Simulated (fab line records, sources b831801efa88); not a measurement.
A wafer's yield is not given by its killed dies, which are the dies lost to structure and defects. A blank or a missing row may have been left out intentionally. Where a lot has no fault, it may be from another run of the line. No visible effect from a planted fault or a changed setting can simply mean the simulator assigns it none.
Which tool did it? | flow sky130 | 6 lots, 18 wafers sampled, at 3 steps of a route of 708

## WHAT EACH GAUGE READ, for each wafer
SKY_VT_ADJUST_LVTN_OVL_MEAS_07.
lot  | measured     | on         | VT_ADJUST_LVTN_OVL (nm)
L118 | day 7 02:05  | overlay-02 | -1.6 1.4 -1.6
L123 | day 8 10:34  | overlay-01 | -2.7 -1.3 -2.1
L125 | day 8 23:22  | overlay-02 | -0.5 -0.1 -0.9
L133 | day 11 17:59 | overlay-02 | -4.1 -1.5 -1.6
L135 | day 12 03:47 | overlay-01 | 0.5 0.5 0.3
L140 | day 13 04:50 | overlay-02 | -3.1 -3.5 -1.4

## WHICH TOOL RAN EACH LOT (tool, then ch and the chambers of the sampled wafers, then the start)
lot  | SKY_FIELD_ISO_COAT_08            | SKY_FIELD_ISO_STRIP_16
L118 | litho-track-01 ch 0, day 2 02:00 | plasma-asher-02 ch 0,1, day 2 10:06
L123 | litho-track-01 ch 0, day 3 03:00 | plasma-asher-03 ch 0,1, day 3 11:49
L125 | litho-track-01 ch 0, day 3 13:00 | plasma-asher-02 ch 0,1, day 3 22:23
L133 | litho-track-01 ch 0, day 5 08:00 | plasma-asher-03 ch 0,1, day 5 18:01
L135 | litho-track-04 ch 0, day 5 17:00 | plasma-asher-01 ch 0, day 6 03:27
L140 | litho-track-04 ch 0, day 6 21:00 | plasma-asher-01 ch 0,1, day 7 07:01
- SKY_FIELD_ISO_COAT_08: resist thk 450 nm.
- SKY_FIELD_ISO_STRIP_16: strips in O2/N2.

## THE ANSWER, worked out from the rows above alone
Rule: usual is defined by the lots themselves. Put in order of their means at a reading, lots are off if they are a third of the lots or fewer, leave a main group of 4 or more, and stand apart from it by a gap of 3 or more times the standard deviation of the main group's means; of several such gaps the widest counts. A main group whose means are all the same, to the digits that the tables above print for the reading, isn't used. A lot without any number at a reading at which 4 lots or more have one is off too. The other lots that the step has rows for count as sound.
No lot is off at any reading shown: from this, nothing can be told.

## WHAT WAS PUT IN BY THE SIMULATOR
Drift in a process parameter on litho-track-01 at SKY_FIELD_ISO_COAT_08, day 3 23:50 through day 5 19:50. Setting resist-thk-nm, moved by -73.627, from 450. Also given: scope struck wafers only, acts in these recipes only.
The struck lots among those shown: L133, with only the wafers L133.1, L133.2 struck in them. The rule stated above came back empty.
